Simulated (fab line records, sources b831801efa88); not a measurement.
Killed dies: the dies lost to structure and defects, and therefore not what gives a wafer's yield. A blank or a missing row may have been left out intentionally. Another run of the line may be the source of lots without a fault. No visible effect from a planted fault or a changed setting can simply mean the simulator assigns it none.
Struck lot and sound lot, side by side | flow sky130 | 14 out of 708 route steps
Sound: wafers L125.3, L125.5, L125.6. Wafers L120.2, L120.4, L120.5 were the ones struck. The cause comes at the end.
Each step with rows lists, per side, the tool, then ch with its chambers, then its first start. Under that, the readings that differ: sound wafers | struck wafers | difference of the means | sigmas: that difference in standard deviations of wafers without a fault.
alike: a reading whose means differ by less than 2 such deviations, as well as words and numbers matching on both sides. not compared: withheld readings; readings where some wafer has no value; bounds like >300 that might hide an equal value; numbers whose values overlap and for which the record gives no deviation.
The two part at a step that has a row with sigmas, a row that says differs or no value, or rows on one side only. When numbers do not overlap yet have no deviation, they are printed without sigmas and do not part them. A reading missing from all wafers of one side parts the sides only when that side holds two or more wafers.

first, 7 steps without rows for these wafers: SKY_METAL1_HMDS_08 (prime time 60 s); SKY_METAL1_COAT_09 (resist thk 60 nm); SKY_METAL1_COAT_10 (resist thk 450 nm); SKY_METAL1_SOFTBAKE_11 (time 90 s); SKY_METAL1_EXPOSE_12 (exposes mask MM1, target cd 140 nm); SKY_METAL1_PEB_13; SKY_METAL1_DEVELOP_14 (develop time 60 s).
SKY_METAL1_CD_MEAS_15: the cd target is 140 nm.
  sound on cd-sem-02, day 37 03:13; struck on cd-sem-02, day 35 16:13
  alike: cd-nm
SKY_METAL1_OVL_MEAS_16:
  sound on overlay-01, day 37 03:19; struck on overlay-01, day 35 16:19
  alike: METAL1_OVL
SKY_METAL1_DESCUM_17: chemistry O2, time 8 s.
  sound on rie-metal-02 ch 0,1, day 37 03:22; struck on rie-metal-04 ch 0,1, day 35 16:21
  alike: drypump-motor-current-A, oes-product-au
  not compared: rf-hours-counter-h
SKY_METAL1_ETCH_18: etches BARC in N2/H2, stops on SiO2, time 45.9 s, target depth 60 nm.
  sound on rie-metal-02 ch 0,1, day 37 03:26; struck on rie-metal-04 ch 0,1, day 35 16:23
  reading                | sound                | struck               | difference | sigmas
  throttle-valve-pct (%) | 13.237 13.251 13.227 | 13.212 13.209 13.222 | -0.024     | -3
  alike: drypump-motor-current-A, n2-flow-sccm, oes-product-au
  not compared: rf-hours-counter-h
SKY_METAL1_METAL_ETCH_19: etches the open film in Cl2/BCl3, stops on SiO2, target depth 360 nm, time 78 s.
  sound on rie-metal-02 ch 0,1, day 37 03:33; struck on rie-metal-04 ch 0,1, day 35 16:26
  alike: drypump-motor-current-A, oes-product-au, throttle-valve-pct
  not compared: rf-hours-counter-h
SKY_METAL1_STRIP_20: strips in O2/N2.
  sound on plasma-asher-01 ch 0,1, day 37 03:40; struck on plasma-asher-03 ch 0,1, day 35 16:32
  no value came back on the struck wafers for any of 5 readings (chamber-pressure-mTorr (mTorr), drypump-motor-current-A (A) and others); on the sound wafers chamber-pressure-mTorr (mTorr) reads 1500.8 1501.8 1497.9
  reading                                       | sound | struck            | difference | sigmas
  model.KrF-thick_of_METAL1_COAT_10.thk-nm (nm) | 0 0 0 | 160.1 160.4 163.2 | +161.2     |
  not compared: rf-hours-counter-h
then, 1 step without rows for these wafers: SKY_METAL1_STRIP_21 (strips in post etch residue remover, time 1200 s).

WHERE THEY PART
First at SKY_METAL1_ETCH_18; last, within this record, at SKY_METAL1_STRIP_20.

WHY: the cause the simulator had injected
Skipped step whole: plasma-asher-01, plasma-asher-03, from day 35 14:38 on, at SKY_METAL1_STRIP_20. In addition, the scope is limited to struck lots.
